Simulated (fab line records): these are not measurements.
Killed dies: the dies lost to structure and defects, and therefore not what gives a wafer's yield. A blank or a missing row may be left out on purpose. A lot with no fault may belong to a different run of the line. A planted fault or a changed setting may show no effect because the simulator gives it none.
Matching of chambers | flow sky130 | SKY_FIELD_ISO_CMP_27 on cmp-01: 4 sister chambers
The step polishes, stops on Si3N4, t overpolish 16 s, target thk 457.8 nm. 8 wafers are shown with their chamber, then 7 later ones without.

## EACH WAFER AND ITS CHAMBER
wafer  | chamber | motor-current-A (A) | slurry-flow-ml-min
L940.4 | 3       | 14.0                | 150.4
L940.5 | 3       | 14.5                | 150.6
L940.6 | 2       | 10.8                | 149.8
L946.1 | 0       | 11.0                | 150.6
L946.2 | 1       | 12.1                | 150.2
L946.5 | 0       | 11.7                | 150.4
L951.2 | 2       | 11.0                | 149.5
L951.3 | 1       | 12.7                | 149.8

## WAFERS WITHOUT THEIR CHAMBER
wafer  | motor-current-A (A) | slurry-flow-ml-min
L951.4 | 11.4                | 150.1
L953.3 | 12.2                | 150.4
L953.5 | 11.6                | 150.3
L953.6 | 12.5                | 150.7
L959.2 | 11.1                | 149.4
L959.3 | 11.9                | 150.1
L959.5 | 11.2                | 150.0

## CHAMBER TAKEN BY EACH
wafer  | from the rows above          | in truth
L951.4 | can't be placed: 0 or 2 or 1 | 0
L953.3 | can't be placed: 1 or 0      | 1
L953.5 | can't be placed: 0 or 1      | 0
L953.6 | can't be placed: 0 or 1 or 3 | 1
L959.2 | 2                            | 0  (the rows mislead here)
L959.3 | can't be placed: 1 or 0      | 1
L959.5 | can't be placed: 2 or 0 or 1 | 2
Placed correctly: 0 of 7. These rows do not allow placing 6 (true chamber among the candidates in 6). Placed wrongly: 1.
How it was worked out, from the rows above alone: a wafer's distance from a chamber is the root of the sum, over the readings, of the square of ((its reading less the chamber's mean) divided by the reading's scatter). If the next closest chamber is less than 2 further off than the closest, the wafer can't be placed; otherwise it belongs to the closest. Each chamber's mean is taken over the wafers shown for it. The scatter is the square root of a quotient: the sum, over the shown wafers, of each reading's squared deviation from its chamber's mean, divided by wafers minus chambers.
